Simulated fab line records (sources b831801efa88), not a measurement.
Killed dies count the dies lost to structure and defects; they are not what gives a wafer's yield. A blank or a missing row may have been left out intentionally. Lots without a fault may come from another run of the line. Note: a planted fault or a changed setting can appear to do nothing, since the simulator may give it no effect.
fab line records :: flow sky130 :: part 2 of 2: steps 29 to 42 of 42
record
  lots=5
  wafers=15
  last-day=50
route steps=708 shown CAPM@544 METAL3@555 VIA3@573
lots that met no fault: taken from a fault-free run of the same line
start-h: the number of hours between the record's first day and the start of the first shown wafer of the lot :: wait-h: how many hours have passed since the lot's step before this one :: " the same as in the row above :: L1.1+2: several wafers, shown together as one row :: - no value, or no start given :: * or withheld: withheld :: < > ~ a bound
route shown NAME@n: a module of which the file shows steps, and the number in the route of the first :: usual: the fault-free wafers' mean and standard deviation :: same: alike in all rows :: chamber/n: place in a boat :: sites: each site's reading :: _std_site: their standard deviation :: _edge_site: mean of outer sites minus mean of inner sites :: radius-mm: for every site, how far away it sits from the centre of the wafer :: mask NAME#n: copy n :: behind: the last tool/chamber to shape the wafer :: hold: what put the lot on hold/how long, in hours/how the hold closed :: device: whichever transistor did not switch (one of n, p or np) :: end of line: the tests these same wafers got at the end of their route :: a step given without rows: its recipe and nothing more :: killed: dies that structure and defects cost at the first sort, which is not the same as the wafer's yield :: map: dies across one wafer; x = killed, . = not, _ = none there
set.NAME: the run value of the setting; set.NAME@STEP: its run value at that earlier step :: model.NAME: the simulator's own value behind a step, which no gauge read
certain route steps with their lots: each step a table, each wafer a row
services: when a tool's chamber went out of use (start-h, in hours from the record's first day, below 0 if earlier), for how many hours, and the reason
## steps
# step SKY_METAL3_CLEAN_22
# recipe
  chemistry=O3/DIW
  dry=n2-spin
lot.wafer: L078.1+5+6
tool: wet-bench-04
chamber: 1
start-h: 929.24
wait-h: 0.0

lot.wafer: L081.1+2+5
tool: wet-bench-01
chamber: 2
start-h: 958.51
wait-h: 0.0

lot.wafer: L082.1+2+3
tool: wet-bench-04
chamber: 0
start-h: 959.05
wait-h: 0.0

lot.wafer: L087.1+2+5
tool: wet-bench-01
chamber: 3
start-h: 1000.35
wait-h: 0.0

lot.wafer: L096.2+5+6
tool: wet-bench-04
chamber: 0
start-h: 1070.78
wait-h: 0.0
# step SKY_VIA3_HDPCVD_00
# recipe
  material=SiO2
  target-thk-nm=1635
  sigma-open-frac=0.3
  time-s=272.5
  temp-c=400
  sih4-flow-sccm=60
  pressure-mtorr=6
lot.wafer: L078.1+5+6
tool: hdpcvd-02
chamber: 1,2,0
start-h: 929.34
wait-h: 0.0

lot.wafer: L081.1+2+5
tool: hdpcvd-01
chamber: 1,2,1
start-h: 958.60
wait-h: 0.0

lot.wafer: L082.1+2+3
tool: hdpcvd-01
chamber: 2,0,1
start-h: 959.14
wait-h: 0.0

lot.wafer: L087.1+2+5
tool: hdpcvd-01
chamber: 1,0,0
start-h: 1000.44
wait-h: 0.0

lot.wafer: L096.2+5+6
tool: hdpcvd-02
chamber: 1,2,0
start-h: 1070.87
wait-h: 0.0
# step SKY_VIA3_THK_MEAS_01
# recipe
  reads=SiO2_of_VIA3_HDPCVD_00
# usual
  VIA3_HDPCVD_THK=1638/16
lot.wafer: L078.1
tool: film-metro-03
chamber: -
start-h: 929.51
wait-h: 0.1
VIA3_HDPCVD_THK[nm]: 1641

lot.wafer: L078.5
tool: film-metro-03
chamber: -
start-h: 929.51
wait-h: 0.1
VIA3_HDPCVD_THK[nm]: 1623

lot.wafer: L078.6
tool: film-metro-03
chamber: -
start-h: 929.51
wait-h: 0.1
VIA3_HDPCVD_THK[nm]: 1637

lot.wafer: L081.1
tool: film-metro-03
chamber: -
start-h: 958.77
wait-h: 0.1
VIA3_HDPCVD_THK[nm]: 1648

lot.wafer: L081.2
tool: film-metro-03
chamber: -
start-h: 958.77
wait-h: 0.1
VIA3_HDPCVD_THK[nm]: 1654

lot.wafer: L081.5
tool: film-metro-03
chamber: -
start-h: 958.77
wait-h: 0.1
VIA3_HDPCVD_THK[nm]: 1629

lot.wafer: L082.1
tool: film-metro-03
chamber: -
start-h: 959.31
wait-h: 0.1
VIA3_HDPCVD_THK[nm]: 1657

lot.wafer: L082.2
tool: film-metro-03
chamber: -
start-h: 959.31
wait-h: 0.1
VIA3_HDPCVD_THK[nm]: 1656

lot.wafer: L082.3
tool: film-metro-03
chamber: -
start-h: 959.31
wait-h: 0.1
VIA3_HDPCVD_THK[nm]: 1632

lot.wafer: L087.1
tool: film-metro-04
chamber: -
start-h: 1000.61
wait-h: 0.1
VIA3_HDPCVD_THK[nm]: 1627

lot.wafer: L087.2
tool: film-metro-04
chamber: -
start-h: 1000.61
wait-h: 0.1
VIA3_HDPCVD_THK[nm]: 1652

lot.wafer: L087.5
tool: film-metro-04
chamber: -
start-h: 1000.61
wait-h: 0.1
VIA3_HDPCVD_THK[nm]: 1650

lot.wafer: L096.2
tool: film-metro-04
chamber: -
start-h: 1071.05
wait-h: 0.1
VIA3_HDPCVD_THK[nm]: 1621

lot.wafer: L096.5
tool: film-metro-04
chamber: -
start-h: 1071.05
wait-h: 0.1
VIA3_HDPCVD_THK[nm]: 1599

lot.wafer: L096.6
tool: film-metro-04
chamber: -
start-h: 1071.05
wait-h: 0.1
VIA3_HDPCVD_THK[nm]: 1642
# step SKY_VIA3_CMP_02
# recipe
  material=SiO2
  down-force-psi=4
  platen-rpm=60
  pad-velocity-m-s=0.94248
# usual
  motor-current-A=11.8/1
lot.wafer: L078.1
tool: cmp-02
chamber: 2
start-h: 929.62
wait-h: 0.1
motor-current-A: 12.0

lot.wafer: L078.6
tool: cmp-02
chamber: 1
start-h: 929.62
wait-h: 0.1
motor-current-A: 12.7

lot.wafer: L078.5
tool: cmp-02
chamber: 2
start-h: 929.62
wait-h: 0.1
motor-current-A: 12.2

lot.wafer: L081.2
tool: cmp-02
chamber: 0
start-h: 958.88
wait-h: 0.1
motor-current-A: 12.9

lot.wafer: L081.1
tool: cmp-02
chamber: 2
start-h: 958.88
wait-h: 0.1
motor-current-A: 12.3

lot.wafer: L081.5
tool: cmp-02
chamber: 0
start-h: 958.88
wait-h: 0.1
motor-current-A: 13.3

lot.wafer: L082.1
tool: cmp-02
chamber: 2
start-h: 959.37
wait-h: 0.1
motor-current-A: 12.2

lot.wafer: L082.3
tool: cmp-02
chamber: 3
start-h: 959.37
wait-h: 0.1
motor-current-A: 10.2

lot.wafer: L082.2
tool: cmp-02
chamber: 1
start-h: 959.37
wait-h: 0.1
motor-current-A: 12.5

lot.wafer: L087.2
tool: cmp-02
chamber: 2
start-h: 1000.67
wait-h: 0.0
motor-current-A: 12.1

lot.wafer: L087.1
tool: cmp-02
chamber: 3
start-h: 1000.67
wait-h: 0.0
motor-current-A: 10.2

lot.wafer: L087.5
tool: cmp-02
chamber: 2
start-h: 1000.67
wait-h: 0.0
motor-current-A: 12.0

lot.wafer: L096.2
tool: cmp-01
chamber: 3
start-h: 1071.20
wait-h: 0.1
motor-current-A: 11.4

lot.wafer: L096.5
tool: cmp-01
chamber: 1
start-h: 1071.20
wait-h: 0.1
motor-current-A: 11.6

lot.wafer: L096.6
tool: cmp-01
chamber: 2
start-h: 1071.20
wait-h: 0.1
motor-current-A: 11.0
# step SKY_VIA3_BOW_MEAS_03
# recipe
  mode=bow
# usual
  VIA3_BOW=82/7.7
lot.wafer: L078.1
tool: film-metro-03
chamber: -
start-h: 929.90
wait-h: 0.2
VIA3_BOW[um]: 85

lot.wafer: L078.5
tool: film-metro-03
chamber: -
start-h: 929.90
wait-h: 0.2
VIA3_BOW[um]: 81

lot.wafer: L078.6
tool: film-metro-03
chamber: -
start-h: 929.90
wait-h: 0.2
VIA3_BOW[um]: 84

lot.wafer: L081.1
tool: film-metro-04
chamber: -
start-h: 959.13
wait-h: 0.1
VIA3_BOW[um]: 70

lot.wafer: L081.2
tool: film-metro-04
chamber: -
start-h: 959.13
wait-h: 0.1
VIA3_BOW[um]: 76

lot.wafer: L081.5
tool: film-metro-04
chamber: -
start-h: 959.13
wait-h: 0.1
VIA3_BOW[um]: 68

lot.wafer: L082.1
tool: film-metro-03
chamber: -
start-h: 959.67
wait-h: 0.2
VIA3_BOW[um]: 81

lot.wafer: L082.2
tool: film-metro-03
chamber: -
start-h: 959.67
wait-h: 0.2
VIA3_BOW[um]: 81

lot.wafer: L082.3
tool: film-metro-03
chamber: -
start-h: 959.67
wait-h: 0.2
VIA3_BOW[um]: 87

lot.wafer: L087.1
tool: film-metro-04
chamber: -
start-h: 1000.97
wait-h: 0.2
VIA3_BOW[um]: 85

lot.wafer: L087.2
tool: film-metro-04
chamber: -
start-h: 1000.97
wait-h: 0.2
VIA3_BOW[um]: 80

lot.wafer: L087.5
tool: film-metro-04
chamber: -
start-h: 1000.97
wait-h: 0.2
VIA3_BOW[um]: 78

lot.wafer: L096.2
tool: film-metro-04
chamber: -
start-h: 1071.42
wait-h: 0.2
VIA3_BOW[um]: 76

lot.wafer: L096.5
tool: film-metro-04
chamber: -
start-h: 1071.42
wait-h: 0.2
VIA3_BOW[um]: 78

lot.wafer: L096.6
tool: film-metro-04
chamber: -
start-h: 1071.42
wait-h: 0.2
VIA3_BOW[um]: 63
# step SKY_VIA3_DEHYDRATE_04
# recipe
  temp-c=200
  time-s=60
lot.wafer: L078.1+5+6
tool: litho-track-03
chamber: 0
start-h: 941.24
wait-h: 11.3

lot.wafer: L081.1+2+5
tool: litho-track-01
chamber: 0
start-h: 970.62
wait-h: 11.5

lot.wafer: L082.1+2+3
tool: litho-track-01
chamber: 0
start-h: 971.42
wait-h: 11.7

lot.wafer: L087.1+2+5
tool: litho-track-03
chamber: 0
start-h: 1011.14
wait-h: 10.2

lot.wafer: L096.2+5+6
tool: litho-track-01
chamber: 0
start-h: 1080.65
wait-h: 9.2
# step SKY_VIA3_HMDS_05
# recipe
  prime-time-s=60
  prime-temp-c=120
# usual
  prime-temp-c=120.02/0.12
lot.wafer: L078.1
tool: litho-track-03
chamber: 0
start-h: 941.39
wait-h: 0.1
prime-temp-c: 120.01

lot.wafer: L078.5
tool: litho-track-03
chamber: 0
start-h: 941.39
wait-h: 0.1
prime-temp-c: 120.04

lot.wafer: L078.6
tool: litho-track-03
chamber: 0
start-h: 941.39
wait-h: 0.1
prime-temp-c: 120.03

lot.wafer: L081.1
tool: litho-track-01
chamber: 0
start-h: 970.77
wait-h: 0.1
prime-temp-c: 119.87

lot.wafer: L081.2
tool: litho-track-01
chamber: 0
start-h: 970.77
wait-h: 0.1
prime-temp-c: 119.87

lot.wafer: L081.5
tool: litho-track-01
chamber: 0
start-h: 970.77
wait-h: 0.1
prime-temp-c: 119.87

lot.wafer: L082.1
tool: litho-track-01
chamber: 0
start-h: 971.57
wait-h: 0.1
prime-temp-c: 120.04

lot.wafer: L082.2
tool: litho-track-01
chamber: 0
start-h: 971.57
wait-h: 0.1
prime-temp-c: 120.20

lot.wafer: L082.3
tool: litho-track-01
chamber: 0
start-h: 971.57
wait-h: 0.1
prime-temp-c: 119.90

lot.wafer: L087.1
tool: litho-track-03
chamber: 0
start-h: 1011.29
wait-h: 0.1
prime-temp-c: 120.01

lot.wafer: L087.2
tool: litho-track-03
chamber: 0
start-h: 1011.29
wait-h: 0.1
prime-temp-c: 120.01

lot.wafer: L087.5
tool: litho-track-03
chamber: 0
start-h: 1011.29
wait-h: 0.1
prime-temp-c: 119.99

lot.wafer: L096.2
tool: litho-track-01
chamber: 0
start-h: 1080.80
wait-h: 0.1
prime-temp-c: 120.07

lot.wafer: L096.5
tool: litho-track-01
chamber: 0
start-h: 1080.80
wait-h: 0.1
prime-temp-c: 120.05

lot.wafer: L096.6
tool: litho-track-01
chamber: 0
start-h: 1080.80
wait-h: 0.1
prime-temp-c: 119.88
# step SKY_VIA3_COAT_06
# recipe
  resist=BARC
  temp-c=withheld
  time-s=withheld
  spin-rpm=3000
  resist-thk-nm=60
lot.wafer: L078.1+5+6
tool: litho-track-03
chamber: 0
start-h: 941.54
wait-h: 0.1

lot.wafer: L081.1+2+5
tool: litho-track-01
chamber: 0
start-h: 970.92
wait-h: 0.1

lot.wafer: L082.1+2+3
tool: litho-track-01
chamber: 0
start-h: 971.72
wait-h: 0.1

lot.wafer: L087.1+2+5
tool: litho-track-03
chamber: 0
start-h: 1011.44
wait-h: 0.1

lot.wafer: L096.2+5+6
tool: litho-track-01
chamber: 0
start-h: 1080.95
wait-h: 0.1
# step SKY_VIA3_COAT_07
# recipe
  resist=KrF-thick
  spin-rpm=3000
  resist-thk-nm=450
lot.wafer: L078.1+5+6
tool: litho-track-03
chamber: 0
start-h: -
wait-h: -

lot.wafer: L081.1+2+5
tool: litho-track-01
chamber: 0
start-h: -
wait-h: -

lot.wafer: L082.1+2+3
tool: litho-track-01
chamber: 0
start-h: -
wait-h: -

lot.wafer: L087.1+2+5
tool: litho-track-03
chamber: 0
start-h: -
wait-h: -

lot.wafer: L096.2+5+6
tool: litho-track-01
chamber: 0
start-h: -
wait-h: -
# step SKY_VIA3_SOFTBAKE_08
# recipe
  temp-c=100
  time-s=90
  resist=KrF-thick
lot.wafer: L078.1+5+6
tool: litho-track-03
chamber: 0
start-h: -
wait-h: -

lot.wafer: L081.1+2+5
tool: litho-track-01
chamber: 0
start-h: -
wait-h: -

lot.wafer: L082.1+2+3
tool: litho-track-01
chamber: 0
start-h: -
wait-h: -

lot.wafer: L087.1+2+5
tool: litho-track-03
chamber: 0
start-h: -
wait-h: -

lot.wafer: L096.2+5+6
tool: litho-track-01
chamber: 0
start-h: -
wait-h: -
# step SKY_VIA3_EXPOSE_09
# recipe
  mask-id=VIM3
  na=0.8
  source-shape=annular
  sigma-inner=0.55
  sigma-outer=0.85
  target-cd-nm=200
  dose-mj=38
lot.wafer: L078.1+5+6
tool: krf-scanner-01
chamber: 0
start-h: -
wait-h: -
mask: VIM3#0

lot.wafer: L081.1+2+5
tool: krf-scanner-02
chamber: 0
start-h: -
wait-h: -
mask: VIM3#0

lot.wafer: L082.1+2+3
tool: krf-scanner-01
chamber: 0
start-h: -
wait-h: -
mask: VIM3#0

lot.wafer: L087.1+2+5
tool: krf-scanner-02
chamber: 0
start-h: -
wait-h: -
mask: VIM3#0

lot.wafer: L096.2+5+6
tool: krf-scanner-02
chamber: 0
start-h: -
wait-h: -
mask: VIM3#0
# step SKY_VIA3_PEB_10
# recipe
  peb-temp-c=withheld
  peb-time-s=withheld
  resist=KrF-thick
lot.wafer: L078.1+5+6
tool: litho-track-01
chamber: 0
start-h: -
wait-h: -

lot.wafer: L081.1+2+5
tool: litho-track-03
chamber: 0
start-h: -
wait-h: -

lot.wafer: L082.1+2+3
tool: litho-track-03
chamber: 0
start-h: -
wait-h: -

lot.wafer: L087.1+2+5
tool: litho-track-04
chamber: 0
start-h: -
wait-h: -

lot.wafer: L096.2+5+6
tool: litho-track-03
chamber: 0
start-h: -
wait-h: -
# step SKY_VIA3_DEVELOP_11
# recipe
  develop-time-s=60
  resist=KrF-thick
  dev-temp-c=21
lot.wafer: L078.1+5+6
tool: litho-track-01
chamber: 0
start-h: -
wait-h: -

lot.wafer: L081.1+2+5
tool: litho-track-03
chamber: 0
start-h: -
wait-h: -

lot.wafer: L082.1+2+3
tool: litho-track-03
chamber: 0
start-h: -
wait-h: -

lot.wafer: L087.1+2+5
tool: litho-track-04
chamber: 0
start-h: -
wait-h: -

lot.wafer: L096.2+5+6
tool: litho-track-03
chamber: 0
start-h: -
wait-h: -
# step SKY_VIA3_CD_MEAS_12
# recipe
  target-cd-nm=200
# usual
  cd-nm=199.9/1.3
lot.wafer: L078.1
tool: cd-sem-01
chamber: -
start-h: 953.97
wait-h: -
cd-nm: 197.0

lot.wafer: L078.5
tool: cd-sem-01
chamber: -
start-h: 953.97
wait-h: -
cd-nm: 198.3

lot.wafer: L078.6
tool: cd-sem-01
chamber: -
start-h: 953.97
wait-h: -
cd-nm: 197.7

lot.wafer: L081.1
tool: cd-sem-02
chamber: -
start-h: 982.84
wait-h: -
cd-nm: 201.6

lot.wafer: L081.2
tool: cd-sem-02
chamber: -
start-h: 982.84
wait-h: -
cd-nm: 201.5

lot.wafer: L081.5
tool: cd-sem-02
chamber: -
start-h: 982.84
wait-h: -
cd-nm: 203.0

lot.wafer: L082.1
tool: cd-sem-01
chamber: -
start-h: 983.19
wait-h: -
cd-nm: 198.2

lot.wafer: L082.2
tool: cd-sem-01
chamber: -
start-h: 983.19
wait-h: -
cd-nm: 199.6

lot.wafer: L082.3
tool: cd-sem-01
chamber: -
start-h: 983.19
wait-h: -
cd-nm: 199.3

lot.wafer: L087.1
tool: cd-sem-02
chamber: -
start-h: 1022.86
wait-h: -
cd-nm: 200.3

lot.wafer: L087.2
tool: cd-sem-02
chamber: -
start-h: 1022.86
wait-h: -
cd-nm: 200.6

lot.wafer: L087.5
tool: cd-sem-02
chamber: -
start-h: 1022.86
wait-h: -
cd-nm: 200.9

lot.wafer: L096.2
tool: cd-sem-01
chamber: -
start-h: 1092.06
wait-h: -
cd-nm: 199.3

lot.wafer: L096.5
tool: cd-sem-01
chamber: -
start-h: 1092.06
wait-h: -
cd-nm: 200.0

lot.wafer: L096.6
tool: cd-sem-01
chamber: -
start-h: 1092.06
wait-h: -
cd-nm: 199.2
## services
tool: krf-scanner-02
chamber: -
start-h: 867.23
hours: 0.3
kind: repair

tool: krf-scanner-02
chamber: -
start-h: 869.89
hours: 4.9
kind: repair

tool: krf-scanner-01
chamber: -
start-h: 875.71
hours: 1.0
kind: pm

tool: rie-metal-01
chamber: -
start-h: 902.07
hours: 1.4
kind: pm

tool: rie-metal-03
chamber: 1
start-h: 909.49
hours: 4.4
kind: repair

tool: cmp-02
chamber: -
start-h: 912.14
hours: 4.0
kind: pm

tool: krf-scanner-01
chamber: -
start-h: 929.28
hours: 1.3
kind: pm

tool: krf-scanner-01
chamber: -
start-h: 951.72
hours: 3.6
kind: pm

tool: rie-metal-04
chamber: -
start-h: 966.03
hours: 0.4
kind: repair

tool: krf-scanner-01
chamber: -
start-h: 967.60
hours: 0.8
kind: pm

tool: krf-scanner-01
chamber: -
start-h: 969.75
hours: 2.3
kind: repair

tool: cmp-02
chamber: -
start-h: 973.11
hours: 12.0
kind: pm

tool: krf-scanner-02
chamber: -
start-h: 988.56
hours: 1.0
kind: pm

tool: krf-scanner-02
chamber: -
start-h: 994.83
hours: 1.0
kind: repair

tool: krf-scanner-02
chamber: -
start-h: 999.52
hours: 3.6
kind: pm

tool: wet-bench-02
chamber: -
start-h: 1000.37
hours: 14.3
kind: repair

tool: krf-scanner-02
chamber: -
start-h: 1003.07
hours: 1.3
kind: pm

tool: krf-scanner-01
chamber: -
start-h: 1014.05
hours: 0.2
kind: repair

tool: wet-bench-03
chamber: -
start-h: 1019.68
hours: 2.5
kind: repair

tool: krf-scanner-02
chamber: -
start-h: 1033.41
hours: 0.8
kind: pm

tool: krf-scanner-01
chamber: -
start-h: 1044.71
hours: 1.0
kind: pm

tool: krf-scanner-02
chamber: -
start-h: 1067.68
hours: 4.0
kind: pm

tool: cmp-02
chamber: -
start-h: 1073.92
hours: 0.3
kind: repair

tool: krf-scanner-02
chamber: -
start-h: 1086.92
hours: 4.7
kind: repair
